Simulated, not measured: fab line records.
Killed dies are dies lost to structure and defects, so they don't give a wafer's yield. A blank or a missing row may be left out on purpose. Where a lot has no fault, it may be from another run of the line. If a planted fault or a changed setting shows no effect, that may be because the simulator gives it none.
What tool caused it? / flow gf180mcu / 14 lots with 42 wafers sampled at 4 steps, on a route of 602 steps

## WHAT THE GAUGES READ, wafer by wafer
GF_M3_OVL_MEAS_15. Usual: for M3_OVL the level is -5 nm and the standard deviation is 6.5.
lot=L443; measured=day 21 23:32; on=overlay-02; M3_OVL (nm)=-7 -15 -4; flag=
lot=L447; measured=day 23 01:26; on=overlay-01; M3_OVL (nm)=-1 3 -3; flag=
lot=L450; measured=day 24 11:07; on=overlay-02; M3_OVL (nm)=-5 3 -2; flag=
lot=L455; measured=day 26 04:46; on=overlay-02; M3_OVL (nm)=-5 -8 -2; flag=
lot=L456; measured=day 26 13:08; on=overlay-01; M3_OVL (nm)=-11 -10 -12; flag=
lot=L457; measured=day 26 15:10; on=overlay-02; M3_OVL (nm)=-11 0 4; flag=
lot=L458; measured=day 27 00:41; on=overlay-02; M3_OVL (nm)=-5 -9 1; flag=
lot=L460; measured=day 27 13:01; on=overlay-02; M3_OVL (nm)=-14 -10 -10; flag=
lot=L461; measured=day 27 17:25; on=overlay-02; M3_OVL (nm)=-1 1 2; flag=
lot=L462; measured=day 27 23:08; on=overlay-02; M3_OVL (nm)=-6 -7 -12; flag=
lot=L463; measured=day 28 06:46; on=overlay-02; M3_OVL (nm)=-6 -3 2; flag=
lot=L464; measured=day 28 15:52; on=overlay-02; M3_OVL (nm)=-5 -12 -11; flag=

## WHAT TOOL EACH LOT RAN ON (gives the tool, then ch and the chambers of the sampled wafers, and finally the start)
lot=L443; GF_V2_SPUTTER_21=pvd sputter-02, day 20 22:25; GF_M3_SPUTTER_01=pvd sputter-04, day 20 23:13; GF_M3_SPUTTER_04=pvd sputter-04, day 20 23:18
lot=L444; GF_V2_SPUTTER_21=pvd sputter-01, day 21 10:29; GF_M3_SPUTTER_01=-; GF_M3_SPUTTER_04=-
lot=L445; GF_V2_SPUTTER_21=pvd sputter-01, day 21 13:26; GF_M3_SPUTTER_01=-; GF_M3_SPUTTER_04=-
lot=L447; GF_V2_SPUTTER_21=pvd sputter-02, day 22 01:47; GF_M3_SPUTTER_01=pvd sputter-01, day 22 02:34; GF_M3_SPUTTER_04=pvd sputter-01, day 22 02:39
lot=L450; GF_V2_SPUTTER_21=pvd sputter-03, day 23 11:55; GF_M3_SPUTTER_01=pvd sputter-01, day 23 12:42; GF_M3_SPUTTER_04=pvd sputter-01, day 23 12:47
lot=L455; GF_V2_SPUTTER_21=pvd sputter-03, day 25 07:11; GF_M3_SPUTTER_01=pvd sputter-01, day 25 07:59; GF_M3_SPUTTER_04=pvd sputter-01, day 25 08:04
lot=L456; GF_V2_SPUTTER_21=pvd sputter-03, day 25 15:10; GF_M3_SPUTTER_01=pvd sputter-01, day 25 15:58; GF_M3_SPUTTER_04=pvd sputter-01, day 25 16:02
lot=L457; GF_V2_SPUTTER_21=pvd sputter-03, day 25 17:26; GF_M3_SPUTTER_01=pvd sputter-01, day 25 18:14; GF_M3_SPUTTER_04=pvd sputter-01, day 25 18:19
lot=L458; GF_V2_SPUTTER_21=pvd sputter-01, day 26 03:17; GF_M3_SPUTTER_01=pvd sputter-02, day 26 04:04; GF_M3_SPUTTER_04=pvd sputter-02, day 26 04:09
lot=L460; GF_V2_SPUTTER_21=pvd sputter-03, day 26 15:58; GF_M3_SPUTTER_01=pvd sputter-01, day 26 16:46; GF_M3_SPUTTER_04=pvd sputter-01, day 26 16:50
lot=L461; GF_V2_SPUTTER_21=pvd sputter-01, day 26 20:11; GF_M3_SPUTTER_01=pvd sputter-01, day 26 20:59; GF_M3_SPUTTER_04=pvd sputter-01, day 26 21:04
lot=L462; GF_V2_SPUTTER_21=pvd sputter-01, day 27 02:16; GF_M3_SPUTTER_01=pvd sputter-02, day 27 03:03; GF_M3_SPUTTER_04=pvd sputter-02, day 27 03:08
lot=L463; GF_V2_SPUTTER_21=pvd sputter-01, day 27 09:20; GF_M3_SPUTTER_01=pvd sputter-02, day 27 10:11; GF_M3_SPUTTER_04=pvd sputter-02, day 27 10:16
lot=L464; GF_V2_SPUTTER_21=pvd sputter-03, day 27 18:43; GF_M3_SPUTTER_01=pvd sputter-01, day 27 19:30; GF_M3_SPUTTER_04=pvd sputter-01, day 27 19:35
- GF_V2_SPUTTER_21: material Ti, target thk 15 nm, time 80.02 s.
- GF_M3_SPUTTER_01: material TiN, target thk 30 nm, time 25 s.
- GF_M3_SPUTTER_04: material TiN, target thk 50 nm, time 41.7 s.

## AS READ BY THE TOOLS THEMSELVES (means over the sampled wafers that have a number; for cases with no such wafer, the mark the record gives instead)
GF_V2_SPUTTER_21. Usual: cathode dc power W 2500.0 W, standard deviation 0.46; chamber pressure pa 4.999 Pa, standard deviation 0.011; throttle valve pct 30.2 %, standard deviation 1.
lot=L443; tool=pvd sputter-02; cathode dc power W (W)=2500.2; chamber pressure pa (Pa)=5.016; throttle valve pct (%)=30.8; flag=
lot=L444; tool=pvd sputter-01; cathode dc power W (W)=-; chamber pressure pa (Pa)=-; throttle valve pct (%)=-; flag=OFF
lot=L445; tool=pvd sputter-01; cathode dc power W (W)=-; chamber pressure pa (Pa)=-; throttle valve pct (%)=-; flag=OFF
lot=L447; tool=pvd sputter-02; cathode dc power W (W)=2499.9; chamber pressure pa (Pa)=4.996; throttle valve pct (%)=30.7; flag=
lot=L450; tool=pvd sputter-03; cathode dc power W (W)=2500.2; chamber pressure pa (Pa)=4.989; throttle valve pct (%)=30.2; flag=
lot=L455; tool=pvd sputter-03; cathode dc power W (W)=2500.3; chamber pressure pa (Pa)=5.006; throttle valve pct (%)=30.1; flag=
lot=L456; tool=pvd sputter-03; cathode dc power W (W)=2500.0; chamber pressure pa (Pa)=4.997; throttle valve pct (%)=30.1; flag=
lot=L457; tool=pvd sputter-03; cathode dc power W (W)=2500.1; chamber pressure pa (Pa)=5.004; throttle valve pct (%)=30.6; flag=
lot=L458; tool=pvd sputter-01; cathode dc power W (W)=2499.7; chamber pressure pa (Pa)=4.997; throttle valve pct (%)=30.2; flag=
lot=L460; tool=pvd sputter-03; cathode dc power W (W)=2499.8; chamber pressure pa (Pa)=4.999; throttle valve pct (%)=30.3; flag=
lot=L461; tool=pvd sputter-01; cathode dc power W (W)=2499.8; chamber pressure pa (Pa)=5.005; throttle valve pct (%)=29.2; flag=
lot=L462; tool=pvd sputter-01; cathode dc power W (W)=2499.7; chamber pressure pa (Pa)=4.998; throttle valve pct (%)=29.2; flag=
lot=L463; tool=pvd sputter-01; cathode dc power W (W)=2500.0; chamber pressure pa (Pa)=5.005; throttle valve pct (%)=29.3; flag=
lot=L464; tool=pvd sputter-03; cathode dc power W (W)=2500.3; chamber pressure pa (Pa)=5.006; throttle valve pct (%)=30.1; flag=

GF_M3_SPUTTER_01. Usual: cathode dc power W 6499.9 W, standard deviation 1.1; chamber pressure pa 0.3999 Pa, standard deviation 0.00082; throttle valve pct 30.1 %, standard deviation 0.98.
lot=L443; tool=pvd sputter-04; cathode dc power W (W)=6499.7; chamber pressure pa (Pa)=0.4005; throttle valve pct (%)=29.5; flag=
lot=L447; tool=pvd sputter-01; cathode dc power W (W)=6499.3; chamber pressure pa (Pa)=0.3996; throttle valve pct (%)=29.9; flag=
lot=L450; tool=pvd sputter-01; cathode dc power W (W)=6499.2; chamber pressure pa (Pa)=0.3995; throttle valve pct (%)=29.8; flag=
lot=L455; tool=pvd sputter-01; cathode dc power W (W)=6500.3; chamber pressure pa (Pa)=0.4005; throttle valve pct (%)=30.7; flag=
lot=L456; tool=pvd sputter-01; cathode dc power W (W)=6500.4; chamber pressure pa (Pa)=0.4007; throttle valve pct (%)=30.7; flag=
lot=L457; tool=pvd sputter-01; cathode dc power W (W)=6499.5; chamber pressure pa (Pa)=0.4000; throttle valve pct (%)=30.7; flag=
lot=L458; tool=pvd sputter-02; cathode dc power W (W)=6499.0; chamber pressure pa (Pa)=0.4006; throttle valve pct (%)=30.5; flag=
lot=L460; tool=pvd sputter-01; cathode dc power W (W)=6500.2; chamber pressure pa (Pa)=0.4000; throttle valve pct (%)=29.1; flag=
lot=L461; tool=pvd sputter-01; cathode dc power W (W)=6500.4; chamber pressure pa (Pa)=0.4003; throttle valve pct (%)=30.1; flag=
lot=L462; tool=pvd sputter-02; cathode dc power W (W)=6499.8; chamber pressure pa (Pa)=0.3995; throttle valve pct (%)=30.2; flag=
lot=L463; tool=pvd sputter-02; cathode dc power W (W)=6499.4; chamber pressure pa (Pa)=0.3999; throttle valve pct (%)=30.7; flag=
lot=L464; tool=pvd sputter-01; cathode dc power W (W)=6499.6; chamber pressure pa (Pa)=0.3997; throttle valve pct (%)=30.1; flag=

GF_M3_SPUTTER_04. Usual: cathode dc power W 6499.8 W, standard deviation 1.1; chamber pressure pa 0.4000 Pa, standard deviation 0.00085; throttle valve pct 30.2 %, standard deviation 0.98.
lot=L443; tool=pvd sputter-04; cathode dc power W (W)=6499.2; chamber pressure pa (Pa)=0.4006; throttle valve pct (%)=29.5; flag=
lot=L447; tool=pvd sputter-01; cathode dc power W (W)=6500.3; chamber pressure pa (Pa)=0.4003; throttle valve pct (%)=29.9; flag=
lot=L450; tool=pvd sputter-01; cathode dc power W (W)=6499.4; chamber pressure pa (Pa)=0.4001; throttle valve pct (%)=30.0; flag=
lot=L455; tool=pvd sputter-01; cathode dc power W (W)=6499.3; chamber pressure pa (Pa)=0.4001; throttle valve pct (%)=30.9; flag=
lot=L456; tool=pvd sputter-01; cathode dc power W (W)=6498.8; chamber pressure pa (Pa)=0.4003; throttle valve pct (%)=30.8; flag=
lot=L457; tool=pvd sputter-01; cathode dc power W (W)=6500.0; chamber pressure pa (Pa)=0.3998; throttle valve pct (%)=30.8; flag=
lot=L458; tool=pvd sputter-02; cathode dc power W (W)=6499.5; chamber pressure pa (Pa)=0.3999; throttle valve pct (%)=30.7; flag=
lot=L460; tool=pvd sputter-01; cathode dc power W (W)=6500.5; chamber pressure pa (Pa)=0.4000; throttle valve pct (%)=29.1; flag=
lot=L461; tool=pvd sputter-01; cathode dc power W (W)=6499.1; chamber pressure pa (Pa)=0.3998; throttle valve pct (%)=29.9; flag=
lot=L462; tool=pvd sputter-02; cathode dc power W (W)=6498.8; chamber pressure pa (Pa)=0.3996; throttle valve pct (%)=30.4; flag=
lot=L463; tool=pvd sputter-02; cathode dc power W (W)=6499.6; chamber pressure pa (Pa)=0.3998; throttle valve pct (%)=30.6; flag=
lot=L464; tool=pvd sputter-01; cathode dc power W (W)=6498.7; chamber pressure pa (Pa)=0.3986; throttle valve pct (%)=30.4; flag=

## THE ANSWER, worked out from the rows above alone
Rule: lot off if the mean of its wafers having a number is beyond 3 standard deviations from the usual mean. Also off: a lot with no number at a reading for which 4 or more lots have one. All remaining lots with rows at the step are treated as sound. After the gauges, taken in route order, come the tools' own readings; for these a lot's mean is taken, as printed above. The first step at which some lot is off is used, and at that step the reading that is off furthest; a lot without a number counts as furthest.
Off: L444, L445, at GF_V2_SPUTTER_21 (cathode dc power W). Without a number there: L444, L445.
A tool fits if, at that step or a process step before it, it ran every lot that is off, and no sound lot after the first of them. Of those tried, none fits.

## WHAT HAD BEEN PUT IN BY THE SIMULATOR
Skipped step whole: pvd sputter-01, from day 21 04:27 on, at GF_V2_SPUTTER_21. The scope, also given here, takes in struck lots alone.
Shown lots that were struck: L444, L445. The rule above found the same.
